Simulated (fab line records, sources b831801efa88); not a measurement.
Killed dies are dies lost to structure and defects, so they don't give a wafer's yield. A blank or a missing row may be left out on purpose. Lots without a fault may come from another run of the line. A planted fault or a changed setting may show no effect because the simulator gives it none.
fab line records | flow gf180mcu
record lots=5 wafers=15 last_day=34
route steps=602 shown V2@393 M3@409
lots that met no fault: from a run of the same line without faults
start_h: hours from the record's first day to the start of the lot's first wafer shown | wait_h: hours since the lot's step before | " the same as in the row above | L1.1+2: a row that stands for several wafers | - no value, or no start given | * or withheld: withheld | < > ~ a bound
route shown NAME@n: a module of which the file shows steps, and the number in the route of the first | usual: mean/standard deviation of fault-free wafers | same: alike in all rows | chamber/n: place in a boat | sites: the reading at each site | _std_site: their standard deviation | _edge_site: outer sites' mean less inner sites' | radius_mm: how far each site lies from the wafer's centre | mask NAME#n: copy n | behind: the tool/chamber that last shaped the wafer | hold: why the lot was held/for how many hours/how that ended | device: the transistor (n, p or np) that didn't switch | end of line: the same wafers' tests at the end of the route | a step without rows: its recipe alone | killed: dies lost to structure and defects at the first sort, not the wafer's yield | map: a wafer's dies, x killed, . not, _ none there
set.NAME: the setting as run; set.NAME@STEP: as run at that earlier step | model.NAME: the simulator's own value behind a step, which no gauge read
lots at some steps of the route; a table a step, a row a wafer
services: from which hour (start_h, from the record's first day; less than 0 if before it) a tool's chamber was out of use, for how many hours, and why
## steps
# step GF_V2_EXPOSE_11
# recipe mask_id=Via2 target_cd_nm=260 na=0.68 source_shape=conventional sigma_outer=0.6 dose_mj=38
# usual reticle_temp_C=23.02/0.11
# columns lot.wafer tool chamber start_h wait_h mask reticle_temp_C
L081.1 krf_scanner-02 0 - - Via2#0 23.18
L081.2 " 0 " " Via2#0 23.02
L081.6 " 0 " " Via2#0 22.98
L089.2 krf_scanner-01 0 - - Via2#0 22.86
L089.3 " 0 " " Via2#0 22.87
L089.5 " 0 " " Via2#0 22.73
L091.2 krf_scanner-01 0 - - Via2#0 22.94
L091.3 " 0 " " Via2#0 23.24
L091.5 " 0 " " Via2#0 23.11
L095.2 krf_scanner-01 0 - - Via2#0 22.96
L095.4 " 0 " " Via2#0 23.00
L095.5 " 0 " " Via2#0 23.08
L096.1 krf_scanner-02 0 - - Via2#0 23.06
L096.4 " 0 " " Via2#0 23.07
L096.6 " 0 " " Via2#0 23.07
# step GF_V2_PEB_12
# recipe peb_temp_c=135 peb_time_s=90 resist=KrF
# columns lot.wafer tool chamber start_h wait_h
L081.1+2+6 litho_track-04 0 - -
L089.2+3+5 litho_track-01 0 - -
L091.2+3+5 litho_track-03 0 - -
L095.2+4+5 litho_track-01 0 - -
L096.1+4+6 litho_track-01 0 - -
# step GF_V2_DEVELOP_13
# recipe develop_time_s=60 resist=KrF dev_temp_c=21
# columns lot.wafer tool chamber start_h wait_h
L081.1+2+6 litho_track-04 0 531.67 0.2
L089.2+3+5 litho_track-01 0 591.17 0.2
L091.2+3+5 litho_track-03 0 607.30 0.2
L095.2+4+5 litho_track-01 0 641.02 0.2
L096.1+4+6 litho_track-01 0 643.79 0.2
# step GF_V2_CD_MEAS_14
# recipe target_cd_nm=260
# usual cd_nm=260.1/1.3
# columns lot.wafer tool chamber start_h wait_h cd_nm
L081.1 cd_sem-02 - 531.82 0.1 259.4
L081.2 " - " " 260.1
L081.6 " - " " 260.1
L089.2 cd_sem-02 - 591.31 0.1 261.1
L089.3 " - " " 261.2
L089.5 " - " " 260.6
L091.2 cd_sem-01 - 607.44 0.1 261.0
L091.3 " - " " 261.0
L091.5 " - " " 259.4
L095.2 cd_sem-01 - 641.16 0.1 259.7
L095.4 " - " " 258.9
L095.5 " - " " 258.8
L096.1 cd_sem-01 - 643.94 0.1 261.7
L096.4 " - " " 261.2
L096.6 " - " " 261.5
# step GF_V2_OVL_MEAS_15
# usual V2_OVL=1/4.4
# columns lot.wafer tool chamber start_h wait_h V2_OVL[nm]
L081.1 overlay-02 - 531.94 0.1 -1
L081.2 " - " " -1
L081.6 " - " " -3
L089.2 overlay-01 - 591.42 0.1 0
L089.3 " - " " 8
L089.5 " - " " -1
L091.2 overlay-01 - 607.55 0.1 1
L091.3 " - " " 7
L091.5 " - " " 5
L095.2 overlay-01 - 641.27 0.1 2
L095.4 " - " " 3
L095.5 " - " " 0
L096.1 overlay-01 - 644.08 0.1 0
L096.4 " - " " 1
L096.6 " - " " -1
# step GF_V2_ETCH_16
# recipe chemistry=N2/H2 target_depth_a=withheld overetch_a=withheld time_s=withheld target=BARC ion_energy_ev=200 source_w=500 bias_w=100 pressure_mtorr=30 n2_flow_sccm=100 h2_flow_sccm=200
# usual bias_w=99.98/0.29 drypump_motor_current_A=5.6/0.35 n2_flow_sccm=99.99/0.3 oes_product_au=0.854/0.0052 throttle_valve_pct=13.224/0.0085
# columns lot.wafer tool chamber start_h wait_h bias_w drypump_motor_current_A n2_flow_sccm oes_product_au throttle_valve_pct
L081.1 rie_diel-01 2 531.98 0.0 99.96 5.8 100.44 0.855 13.224
L081.2 " 1 " " 100.33 5.1 100.38 0.861 13.225
L081.6 " 0 " " 99.76 5.4 99.89 0.861 13.226
L089.2 rie_diel-03 2 591.45 0.0 99.56 5.5 99.76 0.852 13.235
L089.3 " 3 " " 100.31 5.2 100.12 0.844 13.213
L089.5 " 0 " " 100.36 5.6 100.20 0.855 13.226
L091.2 rie_diel-01 2 607.58 0.0 99.72 5.8 100.28 0.855 13.237
L091.3 " 3 " " 99.90 6.0 99.93 0.856 13.218
L091.5 " 3 " " 100.24 6.0 100.00 0.851 13.227
L095.2 rie_diel-02 3 641.30 0.0 99.60 5.3 100.33 0.861 13.238
L095.4 " 0 " " 99.10 5.8 99.64 0.860 13.228
L095.5 " 0 " " 99.57 5.8 99.68 0.854 13.218
L096.1 rie_diel-02 0 644.12 0.0 99.76 5.8 100.27 0.842 13.215
L096.4 " 3 " " 99.82 5.3 100.17 0.855 13.203
L096.6 " 0 " " 100.00 5.8 99.60 0.859 13.221
# step GF_V2_ETCH_17
# recipe chemistry=C4F8/O2/Ar mask_material=KrF target=SiO2 stop_on=TiN source_w=1500 bias_w=1200 pressure_mtorr=40 c4f8_flow_sccm=withheld O2_flow_sccm=6 Ar_flow_sccm=300 time_s=withheld target_depth_a=6300
# usual bias_w=1200/3.7 oes_product_au=0.855/0.0044
# columns lot.wafer tool chamber start_h wait_h bias_w oes_product_au
L081.1 rie_diel-01 2 - - 1196 0.855
L081.2 " 1 " " 1203 0.859
L081.6 " 0 " " 1198 0.857
L089.2 rie_diel-03 2 - - 1207 0.847
L089.3 " 3 " " 1200 0.851
L089.5 " 0 " " 1211 0.854
L091.2 rie_diel-01 2 - - 1206 0.860
L091.3 " 3 " " 1204 0.856
L091.5 " 3 " " 1203 0.856
L095.2 rie_diel-02 3 - - 1201 0.852
L095.4 " 0 " " 1207 0.855
L095.5 " 0 " " 1210 0.854
L096.1 rie_diel-02 0 - - 1198 0.858
L096.4 " 3 " " 1206 0.858
L096.6 " 0 " " 1198 0.862
# step GF_V2_STRIP_18
# recipe chemistry=O2/N2 power_w=1400 pressure_mtorr=1500 platen_temp_c=250 o2_flow_sccm=3000 n2_flow_sccm=300 overash_fraction=0.5
# usual drypump_motor_current_A=5.6/0.69 heater_power_w=329/29 n2_flow_sccm=299.9/0.92 o2_flow_sccm=3000/9.8 oes_product_au=0.599/0.0047
# columns lot.wafer tool chamber start_h wait_h drypump_motor_current_A heater_power_w n2_flow_sccm o2_flow_sccm oes_product_au rf_hours_counter_h
L081.1 plasma_asher-01 1 532.11 - 5.6 384 299.5 2999 0.595 94
L081.2 " 0 " " 6.8 329 299.8 3012 0.598 94
L081.6 " 0 " " 6.8 332 301.1 3011 0.602 -
L089.2 plasma_asher-03 0 591.58 - 4.9 306 299.1 3008 0.601 11
L089.3 " 1 " " 4.9 304 300.1 2991 0.589 -
L089.5 " 0 " " 4.9 304 299.5 3005 0.600 -
L091.2 plasma_asher-03 0 607.71 - 4.9 294 299.3 2997 0.593 13
L091.3 " 0 " " 4.9 307 300.4 3003 0.593 -
L091.5 " 1 " " 5.0 313 301.6 3009 0.601 -
L095.2 plasma_asher-01 0 641.43 - 6.8 326 299.7 3011 0.604 106
L095.4 " 0 " " 6.8 322 300.5 2987 0.593 -
L095.5 " 1 " " 5.5 369 300.1 2989 0.597 -
L096.1 plasma_asher-02 1 644.24 - 6.0 315 298.4 2984 0.597 89
L096.4 " 1 " " 6.0 319 299.9 2989 0.596 -
L096.6 " 0 " " 6.3 373 299.8 2981 0.598 -
# step GF_V2_STRIP_19
# recipe chemistry=post_etch_residue_remover time_s=1200 temp_c=72.5
# columns lot.wafer tool chamber start_h wait_h
L081.1+2+6 wet_bench-02 0 532.21 0.1
L089.2+3+5 wet_bench-03 1 591.68 0.1
L091.2+3+5 wet_bench-03 3 607.81 0.1
L095.2+4+5 wet_bench-02 3 641.53 0.1
L096.1+4+6 wet_bench-03 1 644.34 0.1
# step GF_V2_CLEAN_20
# recipe chemistry=DIW dry=n2_spin
# columns lot.wafer tool chamber start_h wait_h
L081.1+2+6 wet_bench-03 2 532.67 0.1
L089.2+3+5 wet_bench-01 3 592.42 0.0
L091.2+3+5 wet_bench-02 2 608.15 0.0
L095.2+4+5 wet_bench-01 1 641.87 0.0
L096.1+4+6 wet_bench-02 0 644.69 0.0
# step GF_V2_SPUTTER_21
# recipe material=Ti target_thk_nm=15 chamber_pressure_pa=5 power_w=2500 substrate_temp_c=200 time_s=80.02
# usual chamber_pressure_pa=5.000/0.01 throttle_valve_pct=29.9/0.77
# columns lot.wafer tool chamber start_h wait_h chamber_pressure_pa throttle_valve_pct
L081.1 pvd_sputter-04 - 532.76 0.0 4.982 30.2
L081.2 " - " " 5.002 29.1
L081.6 " - " " 4.998 30.2
L089.2 pvd_sputter-04 - 592.51 0.0 4.997 28.8
L089.3 " - " " 4.987 30.0
L089.5 " - " " 4.989 31.5
L091.2 pvd_sputter-01 - 608.24 0.0 4.997 30.4
L091.3 " - " " 5.016 30.6
L091.5 " - " " 4.991 30.4
L095.2 pvd_sputter-01 - 641.96 0.0 5.006 30.4
L095.4 " - " " 5.005 30.4
L095.5 " - " " 5.022 30.4
L096.1 pvd_sputter-04 - 644.78 0.0 5.007 30.2
L096.4 " - " " 4.985 31.7
L096.6 " - " " 5.017 29.1
# step GF_V2_SPUTTER_22
# recipe material=TiN target_thk_nm=10 chamber_pressure_pa=5 power_w=4000 time_s=40
# usual chamber_pressure_pa=5.000/0.01 throttle_valve_pct=29.9/0.79
# columns lot.wafer tool chamber start_h wait_h chamber_pressure_pa throttle_valve_pct
L081.1 pvd_sputter-04 - 532.82 0.0 5.005 30.0
L081.2 " - " " 4.990 29.0
L081.6 " - " " 5.018 29.9
L089.2 pvd_sputter-04 - 592.58 0.0 5.007 29.1
L089.3 " - " " 5.012 29.6
L089.5 " - " " 4.989 31.5
L091.2 pvd_sputter-01 - 608.30 0.0 4.999 30.4
L091.3 " - " " 4.988 30.4
L091.5 " - " " 4.988 30.5
L095.2 pvd_sputter-01 - 642.02 0.0 5.006 30.4
L095.4 " - " " 5.011 30.8
L095.5 " - " " 5.011 30.3
L096.1 pvd_sputter-04 - 644.84 0.0 4.996 30.0
L096.4 " - " " 5.009 31.5
L096.6 " - " " 4.994 28.7
# step GF_V2_CVD_23
# recipe material=W target_thk_nm=350 time_s=104.94 temp_c=400 pressure_torr=40
# usual chamber_pressure_Torr=39.99/0.079 heater_power_w=969/55
# columns lot.wafer tool chamber start_h wait_h chamber_pressure_Torr heater_power_w
L081.1 cvd_w-01 1 532.86 0.0 40.13 904
L081.2 " 0 " " 39.92 975
L081.6 " 0 " " 39.80 973
L089.2 cvd_w-02 0 592.61 0.0 39.88 1040
L089.3 " 0 " " 39.96 1044
L089.5 " 0 " " 39.94 1050
L091.2 cvd_w-01 0 608.34 0.0 40.00 963
L091.3 " 1 " " 39.95 911
L091.5 " 0 " " 39.97 941
L095.2 cvd_w-02 1 642.06 0.0 39.93 963
L095.4 " 1 " " 39.89 944
L095.5 " 1 " " 39.95 967
L096.1 cvd_w-01 1 644.88 0.0 40.06 920
L096.4 " 1 " " 40.03 878
L096.6 " 1 " " 40.04 921
# step GF_V2_RS_MEAS_24
# recipe thk_meas_gauge=four-point-probe reads=W_of_V2_CVD_23+TiN_of_V2_SPUTTER_22+Ti_of_V2_SPUTTER_21
# usual V2_W_RS=0.328/0.0036
# columns lot.wafer tool chamber start_h wait_h V2_W_RS[ohm/sq]
L081.1 film_metro-02 - 532.97 0.1 0.328
L081.2 " - " " 0.326
L081.6 " - " " 0.328
L089.2 film_metro-02 - 592.75 0.1 0.330
L089.3 " - " " 0.333
L089.5 " - " " 0.335
L091.2 film_metro-02 - 608.47 0.1 0.333
L091.3 " - " " 0.333
L091.5 " - " " 0.334
L095.2 film_metro-04 - 642.24 0.1 0.324
L095.4 " - " " 0.328
L095.5 " - " " 0.333
L096.1 film_metro-04 - 644.99 0.1 0.329
L096.4 " - " " 0.331
L096.6 " - " " 0.332
# step GF_V2_THK_MEAS_25
# recipe thk_meas_gauge=xrf reads=W_of_V2_CVD_23
# usual V2_W_THK=349/5.2
# columns lot.wafer tool chamber start_h wait_h V2_W_THK[nm]
L081.1 film_metro-02 - 533.09 0.1 349
L081.2 " - " " 347
L081.6 " - " " 348
L089.2 film_metro-02 - 592.86 0.1 350
L089.3 " - " " 347
L089.5 " - " " 344
L091.2 film_metro-02 - 608.58 0.1 346
L091.3 " - " " 345
L091.5 " - " " 342
L095.2 film_metro-04 - 642.35 0.1 345
L095.4 " - " " 342
L095.5 " - " " 335
L096.1 film_metro-04 - 645.11 0.1 339
L096.4 " - " " 337
L096.6 " - " " 337
# step GF_V2_CMP_26
# recipe stop_on=SiO2 down_force_psi=3.5 platen_rpm=60 t_overpolish_s=15 target_thk_nm=0 pad_velocity_m_s=0.94248
# usual motor_current_A=10.3/1 overpolish_run_s=14.999/0.0087 time_to_endpoint_s=84.7/2.8
# same t_overpolish_s=15
# columns lot.wafer tool chamber start_h wait_h motor_current_A overpolish_run_s time_to_endpoint_s
L081.1 cmp-01 2 533.42 0.3 11.1 15.009 86.2
L081.2 " 3 " " 10.2 14.995 85.8
L081.6 " 2 " " 11.6 14.991 87.9
L089.2 cmp-01 3 592.91 0.0 11.1 14.991 83.6
L089.3 " 0 " " 10.7 15.007 85.9
L089.5 " 0 " " 10.4 14.991 83.3
L091.2 cmp-02 3 608.73 0.1 8.2 14.976 85.0
L091.3 " 0 " " 10.9 15.002 86.0
L091.5 " 1 " " 10.8 14.993 82.1
L095.4 cmp-02 1 642.40 0.0 10.6 15.002 87.7
L095.2 " 2 " " 9.6 15.003 89.3
L095.5 " 1 " " 10.9 15.006 83.4
L096.4 cmp-01 2 645.22 0.1 11.8 15.004 83.7
L096.1 " 3 " " 10.3 14.994 80.2
L096.6 " 1 " " 9.6 14.986 81.7
# step GF_M3_SPUTTER_00
# recipe material=Ti target_thk_nm=37.5 arriving_ion_energy_ev=80 substrate_temp_c=200 chamber_pressure_pa=2 power_w=4000 time_s=150
# usual chamber_pressure_pa=2.001/0.0039 throttle_valve_pct=30.1/0.96
# columns lot.wafer tool chamber start_h wait_h chamber_pressure_pa throttle_valve_pct
L081.1 pvd_sputter-04 - 533.72 0.2 2.006 31.5
L081.2 " - " " 2.003 29.9
L081.6 " - " " 2.002 31.5
L089.2 pvd_sputter-02 - 593.21 0.2 2.002 29.6
L089.3 " - " " 2.006 29.1
L089.5 " - " " 2.007 29.3
L091.2 pvd_sputter-02 - 608.93 0.1 2.006 29.3
L091.3 " - " " 2.000 29.1
L091.5 " - " " 2.006 30.3
L095.2 pvd_sputter-03 - 642.70 0.2 2.001 31.4
L095.4 " - " " 2.001 30.8
L095.5 " - " " 2.002 29.4
L096.1 pvd_sputter-04 - 645.47 0.1 2.005 31.6
L096.4 " - " " 1.995 30.0
L096.6 " - " " 2.001 30.2
# step GF_M3_SPUTTER_01
# recipe material=TiN target_thk_nm=30 power_w=6500 time_s=25 chamber_pressure_pa=0.4
# usual chamber_pressure_pa=0.4001/0.00085 throttle_valve_pct=30.2/0.96
# columns lot.wafer tool chamber start_h wait_h chamber_pressure_pa throttle_valve_pct
L081.1 pvd_sputter-04 - 533.82 0.1 0.4002 31.6
L081.2 " - " " 0.4019 30.0
L081.6 " - " " 0.4001 31.5
L089.2 pvd_sputter-02 - 593.31 0.1 0.3990 29.3
L089.3 " - " " 0.4003 29.0
L089.5 " - " " 0.3995 29.3
L091.2 pvd_sputter-02 - 609.03 0.1 0.4013 29.2
L091.3 " - " " 0.4010 28.9
L091.5 " - " " 0.3998 30.2
L095.2 pvd_sputter-03 - 642.80 0.1 0.4002 31.3
L095.4 " - " " 0.3998 30.5
L095.5 " - " " 0.3998 29.2
L096.1 pvd_sputter-04 - 645.57 0.1 0.4012 31.5
L096.4 " - " " 0.4008 30.1
L096.6 " - " " 0.4008 30.1
# step GF_M3_SPUTTER_02
# recipe material=AlCu target_thk_nm=450 power_w=10600 time_s=23.9 chamber_pressure_pa=0.4
# usual chamber_pressure_pa=0.3999/0.00081 throttle_valve_pct=30.2/0.96
# columns lot.wafer tool chamber start_h wait_h chamber_pressure_pa throttle_valve_pct
L081.1 pvd_sputter-04 - 533.85 0.0 0.3996 31.5
L081.2 " - " " 0.4005 30.2
L081.6 " - " " 0.4009 31.3
L089.2 pvd_sputter-02 - 593.34 0.0 0.3993 29.2
L089.3 " - " " 0.4003 29.2
L089.5 " - " " 0.3986 29.1
L091.2 pvd_sputter-02 - 609.06 0.0 0.3996 29.3
L091.3 " - " " 0.3984 29.3
L091.5 " - " " 0.3998 30.5
L095.2 pvd_sputter-03 - 642.83 0.0 0.4001 31.5
L095.4 " - " " 0.4011 31.0
L095.5 " - " " 0.3989 29.2
L096.1 pvd_sputter-04 - 645.60 0.0 0.3989 31.3
L096.4 " - " " 0.4007 30.3
L096.6 " - " " 0.3995 30.4
# step GF_M3_SPUTTER_03
# recipe material=Ti target_thk_nm=10 substrate_temp_c=300 chamber_pressure_pa=0.3113 power_w=3000 time_s=6.7
# usual chamber_pressure_pa=0.3113/0.00067 throttle_valve_pct=30.2/0.97
# columns lot.wafer tool chamber start_h wait_h chamber_pressure_pa throttle_valve_pct
L081.1 pvd_sputter-04 - 533.88 0.0 0.3119 31.5
L081.2 " - " " 0.3114 29.9
L081.6 " - " " 0.3125 31.5
L089.2 pvd_sputter-02 - 593.37 0.0 0.3114 29.3
L089.3 " - " " 0.3113 29.1
L089.5 " - " " 0.3114 29.2
L091.2 pvd_sputter-02 - 609.09 0.0 0.3114 29.2
L091.3 " - " " 0.3124 29.1
L091.5 " - " " 0.3117 30.5
L095.2 pvd_sputter-03 - 642.86 0.0 0.3109 31.3
L095.4 " - " " 0.3115 31.0
L095.5 " - " " 0.3110 29.5
L096.1 pvd_sputter-04 - 645.63 0.0 0.3113 31.6
L096.4 " - " " 0.3125 30.1
L096.6 " - " " 0.3110 30.0
# step GF_M3_SPUTTER_04
# recipe material=TiN target_thk_nm=50 power_w=6500 time_s=41.7 chamber_pressure_pa=0.4
# usual chamber_pressure_pa=0.4001/0.00083 throttle_valve_pct=30.2/0.95
# columns lot.wafer tool chamber start_h wait_h chamber_pressure_pa throttle_valve_pct
L081.1 pvd_sputter-04 - 533.90 0.0 0.4007 31.9
L081.2 " - " " 0.3993 30.2
L081.6 " - " " 0.4010 31.5
L089.2 pvd_sputter-02 - 593.39 0.0 0.4010 29.2
L089.3 " - " " 0.3999 29.2
L089.5 " - " " 0.4001 28.9
L091.2 pvd_sputter-02 - 609.11 0.0 0.3990 29.4
L091.3 " - " " 0.4009 29.3
L091.5 " - " " 0.4003 30.4
L095.2 pvd_sputter-03 - 642.88 0.0 0.3995 31.1
L095.4 " - " " 0.3994 30.9
L095.5 " - " " 0.4007 29.3
L096.1 pvd_sputter-04 - 645.65 0.0 0.3982 31.3
L096.4 " - " " 0.4009 30.1
L096.6 " - " " 0.3997 30.1
# step GF_M3_RS_MEAS_05
# recipe thk_meas_gauge=four-point-probe reads=TiN_of_M3_SPUTTER_04+Ti_of_M3_SPUTTER_03+AlCu_of_M3_SPUTTER_02+TiN_of_M3_SPUTTER_01+Ti_of_M3_SPUTTER_00
# usual M3_ALCU_RS=0.0692/0.00052
# columns lot.wafer tool chamber start_h wait_h M3_ALCU_RS[ohm/sq]
L081.1 film_metro-04 - 533.94 0.0 0.0679
L081.2 " - " " 0.0689
L081.6 " - " " 0.0686
L089.2 film_metro-02 - 593.45 0.0 0.0704
L089.3 " - " " 0.0702
L089.5 " - " " 0.0700
L091.2 film_metro-02 - 609.17 0.0 0.0700
L091.3 " - " " 0.0698
L091.5 " - " " 0.0701
L095.2 film_metro-02 - 642.94 0.0 0.0696
L095.4 " - " " 0.0691
L095.5 " - " " 0.0693
L096.1 film_metro-01 - 645.69 0.0 0.0680
L096.4 " - " " 0.0685
L096.6 " - " " 0.0688
# step GF_M3_THK_MEAS_06
# recipe thk_meas_gauge=xrf reads=AlCu_of_M3_SPUTTER_02
# usual M3_ALCU_THK=449/3.9
# columns lot.wafer tool chamber start_h wait_h M3_ALCU_THK[nm]
L081.1 film_metro-04 - 534.06 0.1 456
L081.2 " - " " 453
L081.6 " - " " 456
L089.2 film_metro-02 - 593.56 0.1 442
L089.3 " - " " 447
L089.5 " - " " 445
L091.2 film_metro-02 - 609.28 0.1 447
L091.3 " - " " 448
L091.5 " - " " 446
L095.2 film_metro-02 - 643.05 0.1 450
L095.4 " - " " 450
L095.5 " - " " 452
L096.1 film_metro-01 - 645.81 0.1 453
L096.4 " - " " 448
L096.6 " - " " 449
# step GF_M3_DEHYDRATE_07
# recipe temp_c=200 time_s=60
# columns lot.wafer tool chamber start_h wait_h
L081.1+2+6 litho_track-02 0 544.47 10.4
L089.2+3+5 litho_track-02 0 603.54 10.0
L091.2+3+5 litho_track-02 0 618.99 9.7
L095.2+4+5 litho_track-01 0 652.12 9.1
L096.1+4+6 litho_track-01 0 654.89 9.1
# step GF_M3_HMDS_08
# recipe prime_time_s=60 prime_temp_c=120
# usual prime_temp_c=120.02/0.14
# columns lot.wafer tool chamber start_h wait_h prime_temp_c
L081.1 litho_track-02 0 544.62 0.1 120.02
L081.2 " 0 " " 120.02
L081.6 " 0 " " 120.00
L089.2 litho_track-02 0 603.69 0.1 119.75
L089.3 " 0 " " 120.16
L089.5 " 0 " " 119.90
L091.2 litho_track-02 0 619.14 0.1 120.04
L091.3 " 0 " " 120.18
L091.5 " 0 " " 120.15
L095.2 litho_track-01 0 652.27 0.1 120.11
L095.4 " 0 " " 120.24
L095.5 " 0 " " 120.07
L096.1 litho_track-01 0 655.04 0.1 119.87
L096.4 " 0 " " 119.92
L096.6 " 0 " " 120.04
# step GF_M3_COAT_09
# recipe resist=KrF spin_rpm=withheld resist_thk_nm=1000
# columns lot.wafer tool chamber start_h wait_h
L081.1+2+6 litho_track-02 0 544.77 0.1
L089.2+3+5 litho_track-02 0 603.84 0.1
L091.2+3+5 litho_track-02 0 619.29 0.1
L095.2+4+5 litho_track-01 0 652.42 0.1
L096.1+4+6 litho_track-01 0 655.19 0.1
# step GF_M3_SOFTBAKE_10
# recipe temp_c=130 time_s=60 resist=KrF
# columns lot.wafer tool chamber start_h wait_h
L081.1+2+6 litho_track-02 0 544.92 0.1
L089.2+3+5 litho_track-02 0 603.99 0.1
L091.2+3+5 litho_track-02 0 619.44 0.1
L095.2+4+5 litho_track-01 0 652.57 0.1
L096.1+4+6 litho_track-01 0 655.34 0.1
# step GF_M3_EXPOSE_11
# recipe mask_id=Metal3 target_cd_nm=280 na=0.68 source_shape=conventional sigma_outer=0.6 dose_mj=28
# usual reticle_temp_C=22.99/0.11
# columns lot.wafer tool chamber start_h wait_h mask reticle_temp_C
L081.1 krf_scanner-01 0 - - Metal3#0 22.86
L081.2 " 0 " " Metal3#0 22.96
L081.6 " 0 " " Metal3#0 22.88
L089.2 krf_scanner-02 0 - - Metal3#0 22.88
L089.3 " 0 " " Metal3#0 22.79
L089.5 " 0 " " Metal3#0 22.94
L091.2 krf_scanner-02 0 - - Metal3#0 23.00
L091.3 " 0 " " Metal3#0 23.03
L091.5 " 0 " " Metal3#0 23.04
L095.2 krf_scanner-02 0 - - Metal3#0 23.00
L095.4 " 0 " " Metal3#0 23.02
L095.5 " 0 " " Metal3#0 22.93
L096.1 krf_scanner-01 0 - - Metal3#0 22.90
L096.4 " 0 " " Metal3#0 23.00
L096.6 " 0 " " Metal3#0 22.88
# step GF_M3_PEB_12
# recipe peb_temp_c=135 peb_time_s=90 resist=KrF
# columns lot.wafer tool chamber start_h wait_h
L081.1+2+6 litho_track-01 0 - -
L089.2+3+5 litho_track-02 0 - -
L091.2+3+5 litho_track-04 0 - -
L095.2+4+5 litho_track-02 0 - -
L096.1+4+6 litho_track-01 0 - -
# step GF_M3_DEVELOP_13
# recipe develop_time_s=60 dev_temp_c=21
# columns lot.wafer tool chamber start_h wait_h
L081.1+2+6 litho_track-01 0 555.59 0.2
L089.2+3+5 litho_track-02 0 613.64 0.2
L091.2+3+5 litho_track-04 0 629.30 0.2
L095.2+4+5 litho_track-02 0 661.59 0.2
L096.1+4+6 litho_track-01 0 665.19 0.2
# step GF_M3_CD_MEAS_14
# recipe target_cd_nm=280
# usual cd_nm=280.3/1.4
# columns lot.wafer tool chamber start_h wait_h cd_nm
L081.1 cd_sem-02 - 555.74 0.1 279.6
L081.2 " - " " 279.1
L081.6 " - " " 280.0
L089.2 cd_sem-01 - 613.83 0.2 280.0
L089.3 " - " " 281.7
L089.5 " - " " 281.9
L091.2 cd_sem-01 - 629.44 0.1 280.7
L091.3 " - " " 281.0
L091.5 " - " " 280.1
L095.2 cd_sem-01 - 661.73 0.1 278.8
L095.4 " - " " 279.9
L095.5 " - " " 278.9
L096.1 cd_sem-02 - 665.34 0.1 280.6
L096.4 " - " " 280.6
L096.6 " - " " 281.1
# step GF_M3_OVL_MEAS_15
# usual M3_OVL=-1/5.5
# columns lot.wafer tool chamber start_h wait_h M3_OVL[nm]
L081.1 overlay-02 - 555.86 0.1 2
L081.2 " - " " 7
L081.6 " - " " 5
L089.2 overlay-01 - 613.94 0.1 3
L089.3 " - " " -1
L089.5 " - " " 2
L091.2 overlay-01 - 629.55 0.1 -2
L091.3 " - " " -12
L091.5 " - " " -6
L095.2 overlay-01 - 661.84 0.1 -2
L095.4 " - " " 1
L095.5 " - " " -3
L096.1 overlay-01 - 665.46 0.1 -1
L096.4 " - " " 8
L096.6 " - " " -2
# step GF_M3_METAL_ETCH_16
# recipe chemistry=Cl2/BCl3 mask_material=KrF target_depth_nm=627.5 stop_on=SiO2 pressure_mtorr=8 icp_w=800 bias_w=140 Cl2_flow_sccm=80 bcl3_flow_sccm=40 time_s=104.6
# usual bcl3_flow_sccm=40.02/0.12 bias_w=140.0/0.41 drypump_motor_current_A=5.56/0.2 oes_product_au=0.974/0.0051 throttle_valve_pct=28.249/0.0096
# columns lot.wafer tool chamber start_h wait_h bcl3_flow_sccm bias_w drypump_motor_current_A oes_product_au rf_hours_counter_h throttle_valve_pct
L081.1 rie_metal-01 1 555.90 0.0 39.81 139.7 5.41 0.989 9 28.254
L081.2 " 0 " " 40.08 140.1 5.29 0.984 10 28.247
L081.6 " 1 " " 40.02 140.6 5.41 0.975 - 28.240
L089.2 rie_metal-02 0 613.97 0.0 39.99 140.1 5.65 0.965 13 28.247
L089.3 " 0 " " 39.71 140.2 5.64 0.967 - 28.252
L089.5 " 0 " " 39.88 139.3 5.62 0.974 - 28.258
L091.2 rie_metal-02 1 629.62 0.1 40.13 139.8 5.52 0.967 - 28.263
L091.3 " 1 " " 40.00 139.8 5.52 0.977 - 28.254
L091.5 " 1 " " 40.02 140.0 5.50 0.978 - 28.250
L095.2 rie_metal-01 1 661.91 0.1 40.01 140.1 5.40 0.967 - 28.254
L095.4 " 1 " " 40.14 140.0 5.41 0.974 - 28.244
L095.5 " 1 " " 40.01 140.2 5.40 0.970 - 28.253
L096.1 rie_metal-03 0 665.50 0.0 40.17 139.5 5.60 0.978 10 28.244
L096.4 " 0 " " 40.03 140.5 5.60 0.971 - 28.256
L096.6 " 1 " " 39.93 140.2 5.95 0.981 - 28.234
## services
# columns tool chamber start_h hours kind
krf_scanner-02 - 498.71 0.3 repair
rie_diel-01 2 507.39 8.4 repair
wet_bench-03 - 510.33 3.8 repair
krf_scanner-01 - 511.86 0.6 repair
pvd_sputter-04 - 524.05 4.8 repair
krf_scanner-01 - 531.15 3.6 pm
krf_scanner-02 - 533.73 0.8 pm
krf_scanner-01 - 534.70 1.0 pm
krf_scanner-02 - 535.19 1.0 pm
krf_scanner-02 - 536.19 1.3 pm
krf_scanner-01 - 537.49 1.3 pm
pvd_sputter-04 - 543.11 1.9 repair
wet_bench-02 - 549.33 2.3 repair
pvd_sputter-03 - 558.30 1.1 repair
krf_scanner-01 - 564.96 0.8 pm
rie_diel-02 3 570.21 10.5 repair
rie_diel-02 0 596.00 12.0 repair
rie_diel-01 - 598.75 0.5 repair
pvd_sputter-01 - 600.61 1.0 repair
pvd_sputter-04 - 603.30 3.1 repair
krf_scanner-01 - 638.23 0.8 pm
krf_scanner-01 - 642.69 11.6 pm
krf_scanner-02 - 659.73 3.9 repair
krf_scanner-01 - 663.69 4.0 pm
## key
fault none
